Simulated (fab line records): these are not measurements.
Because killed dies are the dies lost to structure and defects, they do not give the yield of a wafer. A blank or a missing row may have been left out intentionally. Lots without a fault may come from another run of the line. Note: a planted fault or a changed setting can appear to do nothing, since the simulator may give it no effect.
Which tool is to blame?	flow sky130	Sampling: 14 lots, 42 wafers, 3 of 708 route steps

WHAT EACH GAUGE READ, for each wafer
SKY_VT_ADJUST_LVTN_OVL_MEAS_07.
lot	measured	on	VT_ADJUST_LVTN_OVL (nm)
L565	day 7 06:34	overlay-01	-1.3 -0.9 -0.7
L566	day 7 18:08	overlay-02	0.8 0.6 -0.5
L567	day 7 22:43	overlay-02	0.3 0.4 1.4
L568	day 8 06:55	overlay-02	-0.6 0.1 -0.6
L571	day 8 21:43	overlay-01	0.0 -0.8 -0.2
L573	day 9 12:07	overlay-02	0.4 -1.4 0.0
L574	day 9 18:25	overlay-02	-0.4 -0.2 -1.8
L575	day 10 00:40	overlay-02	-0.8 -0.3 -0.6
L576	day 10 06:52	overlay-01	-0.2 -0.3 -0.8
L584	day 12 09:52	overlay-02	-0.1 0.3 0.3
L585	day 12 13:55	overlay-01	-1.6 -1.6 -0.3
L586	day 13 04:55	overlay-02	1.2 1.9 0.1
L587	day 13 06:10	overlay-02	2.4 1.6 3.0
L588	day 13 12:31	overlay-02	-0.5 1.0 -1.0

SKY_VT_ADJUST_LVTN_TW_MEAS_10.
lot	measured	on	VT_ADJUST_LVTN_TW
L565	day 7 06:52	film metro-03	238.7 240.3 240.2
L566	day 7 18:25	film metro-01	237.7 237.7 238.5
L567	day 7 23:00	film metro-03	239.9 241.1 239.1
L568	day 8 07:12	film metro-01	238.6 237.2 238.3
L571	day 8 22:00	film metro-01	237.2 237.6 238.0
L573	day 9 12:25	film metro-01	240.4 239.2 239.4
L574	day 9 18:42	film metro-01	238.0 240.2 238.9
L575	day 10 00:56	film metro-04	243.1 243.3 243.8
L576	day 10 07:09	film metro-03	239.0 239.2 238.1
L584	day 12 10:08	film metro-01	239.5 238.7 239.8
L585	day 12 14:13	film metro-03	239.6 239.0 238.1
L586	day 13 05:12	film metro-01	239.8 240.6 240.6
L587	day 13 06:27	film metro-01	238.7 241.3 240.3
L588	day 13 12:49	film metro-04	241.5 242.0 240.9

WHICH TOOL RAN EACH LOT (tool, then ch and the chambers of the sampled wafers, then the start)
lot	SKY_NWELL_RTA_28
L565	rtp anneal-02 ch 0, day 5 13:47
L566	rtp anneal-02 ch 0, day 6 00:33
L567	rtp anneal-01 ch 0, day 6 04:38
L568	rtp anneal-02 ch 0, day 6 11:34
L571	rtp anneal-02 ch 0, day 7 01:59
L573	rtp anneal-01 ch 0, day 7 14:31
L574	rtp anneal-02 ch 0, day 7 21:13
L575	rtp anneal-02 ch 0, day 8 03:13
L576	rtp anneal-02 ch 0, day 8 08:40
L584	rtp anneal-02 ch 0, day 10 09:25
L585	rtp anneal-01 ch 0, day 10 13:58
L586	rtp anneal-02 ch 0, day 11 03:22
L587	rtp anneal-01 ch 0, day 11 04:17
L588	rtp anneal-01 ch 0, day 11 10:28
- SKY_NWELL_RTA_28: time 30 s.

AS READ BY THE TOOLS THEMSELVES (means over the sampled wafers that have a number; for cases with no such wafer, the mark the record gives instead)
SKY_NWELL_RTA_28.
lot	tool	lamp power pct (%)	ramp up c per s	wafer_temp_C_max
L565	rtp anneal-02	25.34	150.03	1054.2
L566	rtp anneal-02	25.36	150.00	1054.3
L567	rtp anneal-01	25.36	149.97	1055.5
L568	rtp anneal-02	25.34	150.02	1054.7
L571	rtp anneal-02	25.33	150.02	1055.3
L573	rtp anneal-01	25.24	150.01	1054.3
L574	rtp anneal-02	25.31	149.98	1054.4
L575	rtp anneal-02	25.27	150.00	1055.0
L576	rtp anneal-02	25.36	149.97	1054.3
L584	rtp anneal-02	25.34	150.00	1054.7
L585	rtp anneal-01	25.32	150.02	1055.2
L586	rtp anneal-02	25.32	150.00	1054.9
L587	rtp anneal-01	25.32	150.00	1054.4
L588	rtp anneal-01	25.30	149.98	1054.9

THE ANSWER, worked out from the rows above alone
Rule: the usual values come from the lots themselves. Put in order of their means at a reading, lots are off if they are a third of the lots or fewer, leave a main group of 4 or more, and stand apart from it by a gap of 3 or more times the standard deviation of the main group's means; of several such gaps the widest counts. A main group is skipped when, at the precision printed for the reading in the tables above, its means are all equal. Also off: a lot with no number at a reading for which 4 or more lots have one. The other lots that the step has rows for count as sound. First the gauges in route order, then the tools' own readings, where a lot's mean is used as printed above. At the first step where some lot is off, the reading lying furthest off is the one used; lots without a number count as furthest.
None of the lots is off at any reading shown; this tells nothing.

WHAT HAD BEEN PUT IN BY THE SIMULATOR
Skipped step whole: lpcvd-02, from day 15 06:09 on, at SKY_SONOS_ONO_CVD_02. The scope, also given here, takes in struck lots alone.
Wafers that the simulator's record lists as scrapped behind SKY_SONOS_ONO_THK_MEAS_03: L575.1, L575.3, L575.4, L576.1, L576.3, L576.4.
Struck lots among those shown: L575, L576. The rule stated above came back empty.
